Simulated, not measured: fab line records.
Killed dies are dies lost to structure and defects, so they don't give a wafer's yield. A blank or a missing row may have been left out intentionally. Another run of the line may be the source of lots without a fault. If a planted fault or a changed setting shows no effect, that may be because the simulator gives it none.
Matching of chambers -- flow sky130 -- SKY_LI_CONTACT_ETCH_14 on rie-diel-04: 4 sister chambers
The step etches BARC in N2/H2, stops on SiO2, time 44.54 s, target depth 60 nm. 16 wafers are shown with their chamber, then 8 later ones without.

WAFERS WITH THEIR CHAMBER
wafer,chamber,drypump-motor-current-A (A),throttle-valve-pct (%),oes-product-au (a.u.)
L076.1,3,6.0,13.227,0.883
L076.2,1,5.8,13.208,0.866
L076.6,2,6.6,13.227,0.871
L077.3,2,6.5,13.226,0.868
L077.4,3,5.9,13.233,0.862
L077.5,1,5.8,13.232,0.857
L080.2,1,5.8,13.229,0.868
L080.3,0,6.0,13.226,0.869
L080.4,3,5.9,13.207,0.875
L083.1,1,5.7,13.223,0.879
L083.2,0,6.0,13.222,0.877
L083.3,2,6.5,13.220,0.878
L084.1,3,5.9,13.205,0.867
L084.3,1,5.8,13.222,0.861
L084.6,0,5.9,13.218,0.870
L088.2,1,5.8,13.230,0.876

SIGNATURES (means of the wafers above)
reading,chamber 0,chamber 1,chamber 2,chamber 3,scatter within a chamber
drypump-motor-current-A,5.967,5.783,6.533,5.925,0.0493
throttle-valve-pct,13.22200,13.22400,13.22433,13.21800,0.00932
oes-product-au,0.87200,0.86783,0.87233,0.87175,0.00766
Rule: a wafer lies at a distance from a chamber equal to the root of the sum of squares, over the readings, of (its reading less the chamber's mean, divided by the reading's scatter). The wafer belongs to the nearest chamber; if the next one is less than 2 further off, it can't be placed. How the scatter is found: for the shown wafers, subtract from each reading the mean of its chamber, square and add these, divide the total by (wafers less chambers), then take the root.

WAFERS MISSING THEIR CHAMBER
wafer,drypump-motor-current-A (A),throttle-valve-pct (%),oes-product-au (a.u.)
L088.4,5.9,13.212,0.866
L088.5,5.8,13.229,0.871
L090.1,5.9,13.204,0.874
L090.4,6.0,13.224,0.856
L090.6,5.9,13.231,0.867
L092.1,6.6,13.225,0.862
L092.3,5.8,13.228,0.875
L092.5,6.5,13.227,0.881

CHAMBER TAKEN BY EACH
wafer,from the rows above,in truth
L088.4,can't be placed: 3 or 0 or 1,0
L088.5,1,1
L090.1,can't be placed: 3 or 0 or 1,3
L090.4,can't be placed: 0 or 3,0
L090.6,can't be placed: 3 or 0 or 1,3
L092.1,2,2
L092.3,can't be placed: 1 or 3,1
L092.5,2,2
Placed correctly: 3 of 8. Can't be placed from these rows: 5 (the true chamber is among the candidates in 5). Placed wrongly: 0.
